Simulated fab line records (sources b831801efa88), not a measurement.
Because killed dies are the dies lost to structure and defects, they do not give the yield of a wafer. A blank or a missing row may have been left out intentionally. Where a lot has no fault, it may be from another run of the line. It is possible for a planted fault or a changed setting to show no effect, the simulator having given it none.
Struck lot and sound lot, side by side -- flow sky130 -- 14 out of 708 route steps
Sound: these wafers, L233.1, L233.2, L233.3. Struck: wafers L224.2, L224.5, L224.6. The cause is named last.
Each step with rows lists, per side, the tool, then ch with its chambers, then its first start. Under that, the readings that differ: sound wafers -- struck wafers -- difference of the means -- sigmas: that difference in standard deviations of wafers without a fault.
alike: readings with means less than 2 such deviations apart, plus words and numbers identical on both sides. not compared: withheld readings, readings lacking a value on some wafer, bounds such as >300 that could conceal the same value, and numbers that have no deviation in the record and whose values overlap.
Wherever a step has rows on one side only, a row that says differs or no value, or a row with sigmas, the two part there. When numbers do not overlap yet have no deviation, they are printed without sigmas and do not part them. A reading that every wafer of one side lacks parts them only if that side has two wafers or more.

first, 4 steps without rows for these wafers: SKY_LDD_N_SOFTBAKE_03 (time 60 s); SKY_LDD_N_EXPOSE_04 (exposes mask NTM, target cd 840 nm); SKY_LDD_N_PEB_05; SKY_LDD_N_DEVELOP_06 (develop time 60 s).
SKY_LDD_N_OVL_MEAS_07:
  struck on overlay-01, day 19 12:56; sound on overlay-02, day 23 03:38
reading,sound,struck,difference,sigmas
LDD_N_OVL (nm),-0.7 -0.5 -1.8,3.0 1.1 2.3,+3.1,+3
then, 7 steps without rows for these wafers: SKY_LDD_N_IMPLANT_08; SKY_LDD_N_IMPLANT_09; SKY_LDD_N_IMPLANT_10; SKY_LDD_N_IMPLANT_11; SKY_LDD_N_IMPLANT_12; SKY_LDD_N_IMPLANT_13; SKY_LDD_N_IMPLANT_14.
SKY_LDD_N_IMPLANT_15:
  struck on implanter-04, day 19 14:02; sound on implanter-04 ch 0, day 23 04:43
  no value came back on the struck wafers for beam energy keV, beam on s (s); on the sound wafers beam energy keV reads 50.013 49.998 49.994
SKY_LDD_N_STRIP_16: strips in O2/N2.
  sound on plasma asher-04 ch 0,1, day 23 04:52; struck on plasma asher-04 ch 0,1, day 19 14:10
  alike: drypump motor current A, oes product au, strip time to endpoint s
  not compared: rf hours counter h

WHERE THEY PART
At SKY_LDD_N_OVL_MEAS_07 first; at SKY_LDD_N_IMPLANT_15 last (within this record only). Later steps at which nothing parts them and some readings are alike: SKY_LDD_N_STRIP_16.

WHY: whatever the simulator had introduced
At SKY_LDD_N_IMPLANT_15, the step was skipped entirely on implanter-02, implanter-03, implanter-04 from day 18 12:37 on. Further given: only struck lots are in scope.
